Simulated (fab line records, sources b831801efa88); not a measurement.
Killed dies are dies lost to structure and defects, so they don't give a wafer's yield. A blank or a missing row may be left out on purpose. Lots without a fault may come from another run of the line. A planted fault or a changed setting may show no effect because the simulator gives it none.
Which tool did it? | flow gf180mcu | 6 lots, 18 wafers sampled, at 1 step of a route of 602

WHAT THE GAUGES READ, wafer by wafer
GF_STI_THK_MEAS_02.
lot  | measured    | on            | STI_OXIDATION_THK (nm)
L214 | day 2 02:31 | film_metro-03 | 10.05 10.03 10.06
L218 | day 2 23:47 | film_metro-02 | 10.22 10.21 10.30
L221 | day 3 13:55 | film_metro-02 | 10.02 9.89 9.84
L230 | day 5 10:31 | film_metro-04 | 10.27 10.12 10.15
L232 | day 5 21:56 | film_metro-02 | 10.24 10.37 10.37
L234 | day 6 06:31 | film_metro-03 | 9.87 9.86 9.76

WHICH TOOL RAN EACH LOT (tool, then ch and the chambers of the sampled wafers, then the start)
The record holds no process step before these readings.

THE ANSWER, worked out from the rows above alone
Rule: what is usual is taken from the lots themselves. Put in order of their means at a reading, lots are off if they are a third of the lots or fewer, leave a main group of 4 or more, and stand apart from it by a gap of 3 or more times the standard deviation of the main group's means; of several such gaps the widest counts. A main group whose means are all the same, to the digits that the tables above print for the reading, isn't used. A lot without any number at a reading at which 4 lots or more have one is off too. The other lots that the step has rows for count as sound.
No lot is off at any reading shown: from this, nothing can be told.

WHAT THE SIMULATOR HAD PUT IN
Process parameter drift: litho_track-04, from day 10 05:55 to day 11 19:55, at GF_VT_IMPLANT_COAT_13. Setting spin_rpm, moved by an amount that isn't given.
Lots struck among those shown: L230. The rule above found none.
